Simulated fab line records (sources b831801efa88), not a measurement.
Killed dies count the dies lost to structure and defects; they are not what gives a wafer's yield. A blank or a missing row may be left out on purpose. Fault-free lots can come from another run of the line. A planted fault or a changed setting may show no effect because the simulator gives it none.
8D (eight disciplines) problem report, filled in by code    flow gf180mcu    the parts of the form that need people (team, actions taken, sign-off) are left out

## 1. THE ISSUE
At GF_V4_ETCH_17, bias w averages 1279 W over 9 wafers from 3 lots, while fault-free wafers read 1200 W, standard deviation 3.6. Measured from the usual mean, that is +22 standard deviations.
The step: etches SiO2 in C4F8/O2/Ar, stops on TiN, target depth 630 nm.
Earliest sighting: wafer L452.1 on rie diel-02 at day 29 02:00. The record has a number at this step for 21 wafers belonging to 7 lots. Rule for "out" (also "out of limits"): further than 4 standard deviations from the usual mean. All remaining wafers that have a number are taken as sound.

## 2. WHAT THIS IS AND IS NOT
question                     is                      is not
which readings at this step  bias w                  -
which lots                   L452, L453, L455        L438, L441, L459, L460
which wafers of those lots   all that have a number  -
read on which tools          rie diel-02             rie diel-03, rie diel-04
when                         from day 29 02:00       up to then (6 sound wafers); but 6 sound wafers of L459, L460 came after

## 3. THE SUSPECTS, EACH WITH WHAT RULES IT OUT
Counting: a tool stays on the suspect list if, at a process step up to the reading, it processed all lots that are out and no sound lot following the first of them.
- rie diel-02 at GF_V4_ETCH_16 (etches BARC in N2/H2): kept. It processed each lot that is out, first L452 at day 29 02:37, and no sound lot thereafter; up to then, the last sound lot it processed was L438 at day 24 18:52.
- rie diel-02 at GF_V4_ETCH_17 (etches SiO2 in C4F8/O2/Ar, stops on TiN, target depth 630 nm): kept. It processed each lot that is out, first L452 at day 29 02:00, and no sound lot thereafter; up to then, the last sound lot it processed was L438 at day 24 18:00. Out on those wafers are its own readings of bias w.
After counting, rie diel-02 at GF_V4_ETCH_16 and rie diel-02 at GF_V4_ETCH_17 remain.

## 4. THE CAUSE (what the simulator had put in)
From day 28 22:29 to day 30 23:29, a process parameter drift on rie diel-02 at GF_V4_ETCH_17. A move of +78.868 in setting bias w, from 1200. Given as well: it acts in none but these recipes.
After counting, 2 suspects remain, this tool included.

## 5. THE CHAIN OF EFFECTS, in route order
One row per reading whose mean, taken over the struck wafers that have a number, lies over 3 standard deviations from the usual. Scope: only readings with a usual standard deviation given in the record; hours: median across lots of the time from each lot's start at the first step in this table that gives one to its start at this step; sigmas: change in usual standard deviations.
hours  step           reading  usual   on struck wafers  change  sigmas
0      GF_V4_ETCH_17  bias w   1200 W  1279              +79     +22
It contains these process steps:
- GF_V4_ETCH_17: etches SiO2 in C4F8/O2/Ar, stops on TiN, target depth 630 nm.

## 6. WHAT WOULD HAVE CAUGHT IT SOONER
In this record the first reading out of limits was taken at day 29 02:00, 4 hours after the fault began at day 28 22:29.
